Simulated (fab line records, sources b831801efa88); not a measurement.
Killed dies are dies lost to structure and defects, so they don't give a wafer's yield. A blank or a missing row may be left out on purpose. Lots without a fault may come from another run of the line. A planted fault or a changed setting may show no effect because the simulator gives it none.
Which tool did it? | flow sky130 | 15 lots, 45 wafers sampled, at 5 steps of a route of 708

WHAT THE GAUGES READ, wafer by wafer
SKY_POLY_CUT_CD_MEAS_08: target cd 270 nm. Usual: cd_nm 270.7 nm, standard deviation 1.4.
lot  | measured     | on        | cd_nm (nm)        | flag
L546 | day 24 00:02 | cd_sem-02 | 269.0 267.8 268.6 |
L547 | day 24 14:00 | cd_sem-01 | 270.5 270.5 270.1 |
L548 | day 24 21:08 | cd_sem-01 | 271.0 270.4 270.9 |
L549 | day 25 05:06 | cd_sem-01 | 270.7 270.3 270.2 |
L550 | day 25 19:32 | cd_sem-02 | 271.4 271.8 272.7 |
L554 | day 27 03:53 | cd_sem-01 | 269.8 268.8 270.9 |
L555 | day 27 09:50 | cd_sem-02 | 270.0 269.1 269.8 |
L556 | day 28 04:33 | cd_sem-02 | 272.0 272.1 272.7 |
L560 | day 28 23:13 | cd_sem-02 | 269.9 271.6 271.1 |
L561 | day 29 13:34 | cd_sem-02 | 271.2 271.9 269.1 |
L562 | day 29 19:14 | cd_sem-01 | 269.2 269.4 269.3 |
L563 | day 30 13:23 | cd_sem-01 | 270.3 270.2 270.0 |
L565 | day 30 19:23 | cd_sem-01 | 270.2 270.3 269.6 |
L567 | day 31 06:15 | cd_sem-02 | 272.5 273.4 272.4 |
L569 | day 31 17:40 | cd_sem-01 | 272.5 272.9 272.9 |

SKY_RES_XHIGH_TW_MEAS_09. Usual: RES_XHIGH_TW 1635, standard deviation 12.
lot  | measured     | on            | RES_XHIGH_TW   | flag
L546 | day 26 11:21 | film_metro-03 | 1661 1655 1647 |
L547 | day 27 01:06 | film_metro-02 | 1623 1633 1629 |
L548 | day 27 07:53 | film_metro-02 | 1631 1635 1634 |
L549 | day 27 15:56 | film_metro-03 | 1648 1657 1653 |
L550 | day 28 05:47 | film_metro-02 | 1619 1627 1632 |
L554 | day 29 13:25 | film_metro-02 | 30 30 30       | OFF
L555 | day 29 18:40 | film_metro-03 | 30 30 30       | OFF
L556 | day 30 13:26 | film_metro-04 | 30 30 30       | OFF
L560 | day 31 07:58 | film_metro-03 | 1623 1637 1625 |
L561 | day 31 21:28 | film_metro-04 | 1625 1623 1637 |
L562 | day 32 02:47 | film_metro-04 | 1614 1619 1621 |
L563 | day 32 20:12 | film_metro-04 | 1614 1625 1616 |
L565 | day 33 05:50 | film_metro-02 | 1630 1627 1638 |
L567 | day 33 11:47 | film_metro-04 | 1629 1626 1638 |
L569 | day 33 22:41 | film_metro-02 | 1632 1635 1635 |

SKY_SD_N_OVL_MEAS_08. Usual: SD_N_OVL -0.2 nm, standard deviation 1.5.
lot  | measured     | on         | SD_N_OVL (nm)  | flag
L546 | day 27 16:25 | overlay-01 | 0.9 -1.7 1.0   |
L547 | day 28 06:07 | overlay-01 | -0.4 1.5 0.7   |
L548 | day 28 12:13 | overlay-01 | 0.1 -0.1 -2.5  |
L549 | day 28 20:22 | overlay-01 | -3.4 -2.9 -1.6 |
L550 | day 29 09:52 | overlay-02 | 2.5 -0.7 1.1   |
L554 | day 30 17:07 | overlay-02 | -1.0 1.0 -0.6  |
L555 | day 30 22:16 | overlay-01 | -1.6 0.6 -1.3  |
L556 | day 31 16:53 | overlay-01 | -0.8 -0.7 -1.2 |
L560 | day 32 11:16 | overlay-02 | 2.0 2.9 1.7    |
L561 | day 32 23:40 | overlay-02 | 0.7 -0.4 -0.8  |
L562 | day 33 05:31 | overlay-02 | -0.6 0.8 1.8   |
L563 | day 33 22:07 | overlay-02 | -0.6 1.7 1.1   |
L565 | day 34 07:31 | overlay-01 | -3.0 -3.8 -2.3 |
L567 | day 34 12:46 | overlay-02 | 0.8 -0.6 0.5   |
L569 | day 35 01:11 | overlay-02 | -0.8 0.3 -0.4  |

SKY_SD_N_TW_MEAS_12. Usual: SD_N_TW 3965, standard deviation 32.
lot  | measured     | on            | SD_N_TW        | flag
L546 | day 27 16:52 | film_metro-04 | 3938 3939 3946 |
L547 | day 28 06:34 | film_metro-03 | 4046 4001 4022 |
L548 | day 28 12:40 | film_metro-02 | 3956 3942 3957 |
L549 | day 28 20:48 | film_metro-04 | 3964 3950 3963 |
L550 | day 29 10:19 | film_metro-03 | 4020 4016 4007 |
L554 | day 30 17:34 | film_metro-03 | 3948 3936 3962 |
L555 | day 30 22:43 | film_metro-02 | 3981 3975 3977 |
L556 | day 31 17:19 | film_metro-03 | 3990 3970 3963 |
L560 | day 32 11:43 | film_metro-04 | 3909 3902 3899 |
L561 | day 33 00:07 | film_metro-04 | 3931 3921 3925 |
L562 | day 33 05:57 | film_metro-03 | 3991 3999 4000 |
L563 | day 33 22:33 | film_metro-03 | 3979 3977 4008 |
L565 | day 34 07:58 | film_metro-04 | 3931 3936 3929 |
L567 | day 34 13:12 | film_metro-02 | 3968 3963 3971 |
L569 | day 35 01:37 | film_metro-02 | 3924 3920 3930 |

WHICH TOOL RAN EACH LOT (tool, then ch and the chambers of the sampled wafers, then the start)
lot  | SKY_RES_XHIGH_EXPOSE_04
L546 | iline_stepper-01 ch 0, day 25 21:47
L547 | iline_stepper-01 ch 0, day 26 10:10
L548 | iline_stepper-01 ch 0, day 26 17:13
L549 | iline_stepper-01 ch 0, day 27 01:26
L550 | iline_stepper-01 ch 0, day 27 15:05
L554 | iline_stepper-02, day 28 23:06
L555 | iline_stepper-02, day 29 04:53
L556 | iline_stepper-01, day 29 23:05
L560 | iline_stepper-02 ch 0, day 30 18:29
L561 | iline_stepper-01 ch 0, day 31 07:54
L562 | iline_stepper-01 ch 0, day 31 12:57
L563 | iline_stepper-01 ch 0, day 32 06:54
L565 | iline_stepper-01 ch 0, day 32 13:14
L567 | iline_stepper-01 ch 0, day 32 22:54
L569 | iline_stepper-02 ch 0, day 33 10:49
- SKY_RES_XHIGH_EXPOSE_04: exposes mask URPM, target cd 1270 nm.

WHAT THE TOOLS THEMSELVES READ (means of the sampled wafers that have a number; where no wafer has one, the mark that the record gives instead)
SKY_RES_XHIGH_EXPOSE_04. Usual: exposure_dose_mJ_cm2 140.00, standard deviation 0.16; focus_offset_nm 0.0 nm, standard deviation 0.48; stage_vel_mm_s 499.96 mm/s, standard deviation 0.26.
lot  | tool             | exposure_dose_mJ_cm2 | focus_offset_nm (nm) | stage_vel_mm_s (mm/s) | flag
L546 | iline_stepper-01 | 140.04               | 0.2                  | 500.06                |
L547 | iline_stepper-01 | 139.97               | 0.0                  | 500.00                |
L548 | iline_stepper-01 | 139.98               | -0.8                 | 499.66                |
L549 | iline_stepper-01 | 140.02               | -0.1                 | 499.61                |
L550 | iline_stepper-01 | 140.01               | 0.6                  | 499.74                |
L554 | iline_stepper-02 | -                    | -                    | -                     | OFF
L555 | iline_stepper-02 | -                    | -                    | -                     | OFF
L556 | iline_stepper-01 | -                    | -                    | -                     | OFF
L560 | iline_stepper-02 | 139.77               | 0.1                  | 500.21                |
L561 | iline_stepper-01 | 140.03               | -0.1                 | 500.21                |
L562 | iline_stepper-01 | 140.07               | -0.5                 | 499.70                |
L563 | iline_stepper-01 | 140.01               | -0.4                 | 499.98                |
L565 | iline_stepper-01 | 139.98               | -0.2                 | 500.20                |
L567 | iline_stepper-01 | 139.94               | 0.3                  | 499.99                |
L569 | iline_stepper-02 | 139.97               | 0.6                  | 499.90                |

THE ANSWER, worked out from the rows above alone
Rule: a lot is off if the mean of its wafers that have a number lies more than 3 standard deviations from the usual mean. A lot without any number at a reading at which 4 lots or more have one is off too. The other lots that the step has rows for count as sound. The gauges are gone through in route order, then the tools' own readings, and for those a lot's mean is taken as printed above. The first step at which some lot is off is used, and at that step the reading that is off furthest; a lot without a number counts as furthest.
Off: L554, L555, L556, at SKY_RES_XHIGH_TW_MEAS_09 (RES_XHIGH_TW).
A tool fits if, at a process step before that reading, it ran every lot that is off, and no sound lot after the first of them. The gauges at SKY_RES_XHIGH_TW_MEAS_09 aren't tried: what is off there is off at SKY_RES_XHIGH_EXPOSE_04 too, on other tools, and a gauge's error can't cause that. None of those tried fits.

WHAT THE SIMULATOR HAD PUT IN
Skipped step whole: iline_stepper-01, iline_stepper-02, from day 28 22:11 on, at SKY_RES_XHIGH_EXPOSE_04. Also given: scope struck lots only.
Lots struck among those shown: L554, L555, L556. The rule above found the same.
